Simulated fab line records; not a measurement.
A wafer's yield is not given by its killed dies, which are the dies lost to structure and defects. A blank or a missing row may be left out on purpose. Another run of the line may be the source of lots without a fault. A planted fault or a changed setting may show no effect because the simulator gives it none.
Which tool is to blame?	flow gf180mcu	Sampling: 12 lots, 36 wafers, 5 of 602 route steps

== WHAT THE GAUGES SHOWED, per wafer ==
GF_V3_BOW_MEAS_05.
lot	measured	on	V3_BOW (um)
L353	day 21 06:02	film_metro-02	126 108 127
L354	day 21 17:22	film_metro-02	126 132 133
L355	day 22 02:38	film_metro-01	124 105 116
L356	day 22 11:06	film_metro-03	116 115 124
L361	day 24 07:43	film_metro-02	113 118 103
L363	day 25 01:23	film_metro-02	110 110 110
L365	day 25 17:49	film_metro-03	113 113 114
L366	day 26 01:28	film_metro-01	107 112 104
L372	day 27 20:42	film_metro-03	109 106 123
L373	day 28 04:46	film_metro-02	110 113 112
L374	day 28 06:18	film_metro-02	125 115 117
L376	day 28 23:17	film_metro-01	121 127 132

GF_V4_THK_MEAS_01.
lot	measured	on	V4_CVD_00_THK (nm)
L353	day 23 06:17	film_metro-04	589 595 593
L354	day 23 17:33	film_metro-04	599 599 602
L355	day 24 02:50	film_metro-03	600 598 606
L356	day 24 11:01	film_metro-04	601 603 599
L361	day 26 04:34	film_metro-01	598 610 595
L363	day 26 20:41	film_metro-03	602 604 604
L365	day 27 14:26	film_metro-03	611 601 608
L366	day 27 21:56	film_metro-04	590 594 601
L372	day 29 11:58	film_metro-01	596 511 596
L373	day 29 21:34	film_metro-03	514 590 518
L374	day 29 22:37	film_metro-01	590 591 512
L376	day 30 15:38	film_metro-03	604 612 609

== WHICH TOOL RAN EACH LOT (tool, then ch and the chambers of the sampled wafers, then the start) ==
lot	GF_V3_CMP_04	GF_V3_SPUTTER_21	GF_V4_CVD_00
L353	cmp-01 ch 0,1, day 21 05:44	pvd_sputter-03, day 22 06:21	hdpcvd-01 ch 1,2, day 23 06:12
L354	cmp-01 ch 0,1,3, day 21 17:13	pvd_sputter-02, day 22 17:22	hdpcvd-02 ch 0,1,2, day 23 17:29
L355	cmp-01 ch 0,3, day 22 02:20	pvd_sputter-01, day 23 02:23	hdpcvd-01 ch 0,1,2, day 24 02:46
L356	cmp-02 ch 0,1,3, day 22 10:48	pvd_sputter-02, day 23 11:20	hdpcvd-02 ch 0,1,2, day 24 10:57
L361	cmp-02 ch 0,1,2, day 24 07:27	pvd_sputter-02, day 25 05:50	hdpcvd-02 ch 0,1,2, day 26 04:30
L363	cmp-01 ch 0,3, day 25 01:05	pvd_sputter-02, day 25 22:39	hdpcvd-02 ch 0,1, day 26 20:35
L365	cmp-01 ch 1,2,3, day 25 17:31	pvd_sputter-02, day 26 15:40	hdpcvd-01 ch 1,2, day 27 14:21
L366	cmp-01 ch 0,1,3, day 26 01:13	pvd_sputter-01, day 26 23:34	hdpcvd-02 ch 0,1,2, day 27 21:52
L372	cmp-02 ch 1,2,3, day 27 20:24	pvd_sputter-01, day 28 16:29	hdpcvd-02 ch 0,1, day 29 11:53
L373	cmp-01 ch 0,1,3, day 28 04:30	pvd_sputter-02, day 29 01:22	hdpcvd-02 ch 0,1, day 29 21:29
L374	cmp-01 ch 0,2,3, day 28 06:00	pvd_sputter-01, day 29 01:42	hdpcvd-02 ch 0,1,2, day 29 22:32
L376	cmp-02 ch 1,3, day 28 23:02	pvd_sputter-02, day 29 19:17	hdpcvd-01 ch 0,1, day 30 15:33
- GF_V3_CMP_04: polishes SiO2.
- GF_V3_SPUTTER_21: material Ti, target thk 15 nm, time 80.02 s.
- GF_V4_CVD_00: deposits SiO2, target thk 600 nm, time 100 s.

== AS READ BY THE TOOLS THEMSELVES (means over the sampled wafers that have a number; for cases with no such wafer, the mark the record gives instead) ==
GF_V3_CMP_04.
lot	tool	motor_current_A (A)	retaining_ring_pressure_frac	time_to_endpoint_s (s)
L353	cmp-01	12.4	0.999	87
L354	cmp-01	13.8	0.999	83
L355	cmp-01	14.6	0.995	78
L356	cmp-02	11.1	1.000	80
L361	cmp-02	11.7	1.002	91
L363	cmp-01	15.2	0.999	83
L365	cmp-01	12.9	1.002	77
L366	cmp-01	13.8	1.001	80
L372	cmp-02	11.2	0.998	79
L373	cmp-01	13.6	0.999	86
L374	cmp-01	13.2	0.993	79
L376	cmp-02	10.9	0.999	74

GF_V3_SPUTTER_21.
lot	tool	chamber_pressure_pa (Pa)	throttle_valve_pct (%)
L353	pvd_sputter-03	5.004	30.1
L354	pvd_sputter-02	5.004	30.0
L355	pvd_sputter-01	4.993	30.9
L356	pvd_sputter-02	4.997	30.0
L361	pvd_sputter-02	4.992	30.5
L363	pvd_sputter-02	4.997	30.9
L365	pvd_sputter-02	4.999	30.8
L366	pvd_sputter-01	5.007	30.6
L372	pvd_sputter-01	5.008	30.6
L373	pvd_sputter-02	5.001	30.4
L374	pvd_sputter-01	5.005	30.4
L376	pvd_sputter-02	4.995	30.8

GF_V4_CVD_00.
lot	tool	sih4_flow_sccm (sccm)
L353	hdpcvd-01	60.09
L354	hdpcvd-02	60.04
L355	hdpcvd-01	60.21
L356	hdpcvd-02	59.95
L361	hdpcvd-02	60.11
L363	hdpcvd-02	60.11
L365	hdpcvd-01	59.98
L366	hdpcvd-02	60.00
L372	hdpcvd-02	57.03
L373	hdpcvd-02	54.08
L374	hdpcvd-02	56.82
L376	hdpcvd-01	59.90

== THE ANSWER, worked out from the rows above alone ==
Rule: usual is defined by the lots themselves. Put in order of their means at a reading, lots are off if they are a third of the lots or fewer, leave a main group of 4 or more, and stand apart from it by a gap of 3 or more times the standard deviation of the main group's means; of several such gaps the widest counts. If all means in a main group match to the digits the tables above print for the reading, that group is not used. Also off: a lot with no number at a reading for which 4 or more lots have one. The other lots that the step has rows for count as sound. After the gauges, taken in route order, come the tools' own readings; for these a lot's mean is taken, as printed above. At the first step where some lot is off, the reading lying furthest off is the one used; lots without a number count as furthest.
Off: at GF_V4_THK_MEAS_01 (V4_CVD_00_THK), L372, L373, L374. Mean 601 nm and standard deviation 4.8 in the main group.
If a tool, at a process step before that reading, ran all the lots that are off and no sound lot after the first of them, it fits. Not tried: the gauges at GF_V4_THK_MEAS_01; whatever is off there is also off at GF_V4_CVD_00, on other tools, and gauge error can't account for it. One fits: hdpcvd-02 at GF_V4_CVD_00. A fault onset in the window from L366 (day 27 21:52, its last sound lot) to L372 (day 29 11:53, its first lot off) fits.
The tool's own readings at GF_V4_CVD_00 bear it out: on the lots that are off they differ by more than 5 times the standard deviation of the sound lots' means. sih4_flow_sccm reads 55.98 sccm there against 60.04 sccm on the sound lots.

== WHAT HAD BEEN PUT IN BY THE SIMULATOR ==
hdpcvd-02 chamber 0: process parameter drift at GF_V4_CVD_00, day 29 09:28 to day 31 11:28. A move of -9 in setting sih4_flow_sccm, from 60. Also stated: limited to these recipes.
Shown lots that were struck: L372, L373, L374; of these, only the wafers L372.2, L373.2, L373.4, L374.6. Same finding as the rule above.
